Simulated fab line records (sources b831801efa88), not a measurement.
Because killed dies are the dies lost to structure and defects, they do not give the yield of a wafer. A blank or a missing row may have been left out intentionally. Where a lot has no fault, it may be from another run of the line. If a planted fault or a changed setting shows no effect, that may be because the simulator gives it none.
A lot that was struck, set against a sound lot || flow sky130 || 31 steps out of a route of 708
Sound: the wafers L748.1, L748.3, L748.4. Struck: wafer L747.1 (left out: L747.5, L747.6 of the same lot, which were not struck); the cause appears at the end.
Each step with rows lists, per side, the tool, then ch with its chambers, then its first start. Under that, the readings that differ: sound wafers || struck wafers || difference of the means || sigmas: that difference in standard deviations of wafers without a fault.
alike: readings whose means differ by less than 2 such deviations, and words and numbers that are the same on both sides. not compared: withheld readings, readings that some wafer has no value for, bounds like >300 that may hide the same value, and numbers for which the record gives no deviation and whose values overlap.
A row with sigmas, a row that says differs or no value, or rows on one side alone: a step with any of these is where the two part. When numbers do not overlap yet have no deviation, they are printed without sigmas and do not part them. Lack of a reading on every wafer of one side parts them only where that side has two or more wafers.

first, 5 steps without rows for these wafers: SKY_VIA1_STRIP_17 (strips in post etch residue remover, time 1200 s); SKY_VIA1_CLEAN_18 (cleans in IPA, time 180 s); SKY_VIA1_CLEAN_19 (cleans in O3/DIW); SKY_VIA1_SPUTTER_20 (material TiN, target thk 20 nm, time 80 s); SKY_VIA1_CVD_21 (deposits W, target thk 270 nm, time 80.902 s).
SKY_VIA1_RS_MEAS_22: a four-point-probe measurement.
  sound on filmMetro-01, day 38 12:19; struck on filmMetro-01, day 37 21:56
  alike: VIA1_W_RS
SKY_VIA1_THK_MEAS_23: measures by xrf.
  sound on filmMetro-01, day 38 12:26; struck on filmMetro-01, day 37 22:04
  alike: VIA1_W_THK
SKY_VIA1_CMP_24: polishes, stops on SiO2, t overpolish 15 s, target thk 0 nm.
  sound on cmp-02 ch 0,1,2, day 38 12:29; struck on cmp-02 ch 0, day 37 22:16
  alike: motorCurrentA, overpolishRunS, timeToEndpointS
then, 1 step without rows for these wafers: SKY_METAL2_SPUTTER_00 (material Ti, target thk 15 nm, time 10 s).
SKY_METAL2_SPUTTER_01: material TiN, target thk 20 nm, time 16.7 s.
  sound on pvdSputter-03, day 38 12:49; struck on pvdSputter-02, day 37 22:27
  alike: throttleValvePct
SKY_METAL2_SPUTTER_02: material AlCu, target thk 250 nm, time 13.3 s.
  sound on pvdSputter-03, day 38 12:50; struck on pvdSputter-02, day 37 22:28
  alike: throttleValvePct
then, 1 step without rows for these wafers: SKY_METAL2_SPUTTER_03 (material Ti, target thk 5 nm, time 3.3 s).
SKY_METAL2_SPUTTER_04: material TiN, target thk 70 nm, time 58.3 s.
  sound on pvdSputter-03, day 38 12:53; struck on pvdSputter-02, day 37 22:31
{"reading": "model.TiN_of_METAL2_SPUTTER_04.thkNm (nm)", "sound": "69.47 68.85 69.88", "struck": 97.99, "difference": "+28.59", "sigmas": ""}
  alike: throttleValvePct
SKY_METAL2_RS_MEAS_05: a four-point-probe measurement.
  sound on filmMetro-01, day 38 12:56; struck on filmMetro-04, day 37 22:51
  alike: METAL2_ALCU_RS
  not compared: hold
SKY_METAL2_THK_MEAS_06: measures by xrf.
  sound on filmMetro-01, day 38 13:03; struck on filmMetro-04, day 38 03:20
{"reading": "METAL2_ALCU_THK (nm)", "sound": "249 252 251", "struck": 236, "difference": -15, "sigmas": -5}
  not compared: hold
then, 7 steps without rows for these wafers: SKY_METAL2_HMDS_08 (prime time 60 s); SKY_METAL2_COAT_09 (resist thk 60 nm); SKY_METAL2_COAT_10 (resist thk 450 nm); SKY_METAL2_SOFTBAKE_11 (time 88.15 s); SKY_METAL2_EXPOSE_12 (exposes mask MM2, target cd 140 nm); SKY_METAL2_PEB_13; SKY_METAL2_DEVELOP_14 (develop time 60 s).
SKY_METAL2_CD_MEAS_15 targets a cd of 140 nm.
  sound on cdSem-01, day 39 13:55; struck on cdSem-01, day 38 23:21
  alike: cdNm
SKY_METAL2_OVL_MEAS_16:
  sound on overlay-02, day 39 14:02; struck on overlay-02, day 38 23:28
  alike: METAL2_OVL
then, 1 step without rows for these wafers: SKY_METAL2_DESCUM_17 (chemistry O2, time 8 s).
SKY_METAL2_ETCH_18: etches BARC in N2/H2, stops on SiO2, time 45.9 s, target depth 60 nm.
  sound on rieMetal-01 ch 0,1, day 39 14:05; struck on rieMetal-04 ch 1, day 38 23:34
  alike: drypumpMotorCurrentA, oesProductAu, throttleValvePct
  not compared: rfHoursCounterH
then, 1 step without rows for these wafers: SKY_METAL2_METAL_ETCH_19 (etches the open film in Cl2/BCl3, stops on SiO2, target depth 360 nm, time 78 s).
SKY_METAL2_STRIP_20: strips in O2/N2.
  sound on plasmaAsher-04 ch 0,1, day 39 14:15; struck on plasmaAsher-02 ch 0, day 38 23:53
  alike: drypumpMotorCurrentA, oesProductAu, stripTimeToEndpointS
  not compared: rfHoursCounterH
SKY_METAL2_STRIP_21: strips in post etch residue remover, time 1200 s.
  sound on wetBench-03 ch 0, day 39 14:21; struck on wetBench-02 ch 3, day 38 23:59
{"reading": "model.TiN_of_METAL2_SPUTTER_04.thkNm (nm)", "sound": "69.04 68.42 69.44", "struck": 97.57, "difference": "+28.60", "sigmas": ""}
then, 1 step without rows for these wafers: SKY_METAL2_CLEAN_22 (cleans in IPA, time 180 s).
-- the record jumps here: 10 days lie between the struck wafers' starts before and after (it left off in module METAL2 and takes up again in module PAD_OPEN, whose first step shown is number 708 of the route) --
SKY_PAD_OPEN_PROBE_99:
  sound on prober-02, day 49 05:04; struck on prober-01, day 48 17:25
{"reading": "killedDies", "sound": "77 106 97", "struck": 76, "difference": -17, "sigmas": -2}
{"reading": "sortNPass", "sound": "415 386 395", "struck": 416, "difference": "+17", "sigmas": "+2"}
{"reading": "model.etest.via2Chain.rcOhm", "sound": "10.2 9.588 9.783", "struck": 10.77, "difference": "+0.91", "sigmas": ""}
  alike: defectLimitedYield, killed_at_M0_to_M3, killed_at_M4_up, killedAtContacts, killedAtFrontEnd, killedAtOther, killedOpen, killedShort, sort_bin_3_pad_short, sort_bin_5_function, sort_bin_6_memory, sortYieldPct

== WHERE THEY PART ==
Last at SKY_PAD_OPEN_PROBE_99 as far as this record goes, first at SKY_METAL2_THK_MEAS_06.

WHY: what had been put in by the simulator
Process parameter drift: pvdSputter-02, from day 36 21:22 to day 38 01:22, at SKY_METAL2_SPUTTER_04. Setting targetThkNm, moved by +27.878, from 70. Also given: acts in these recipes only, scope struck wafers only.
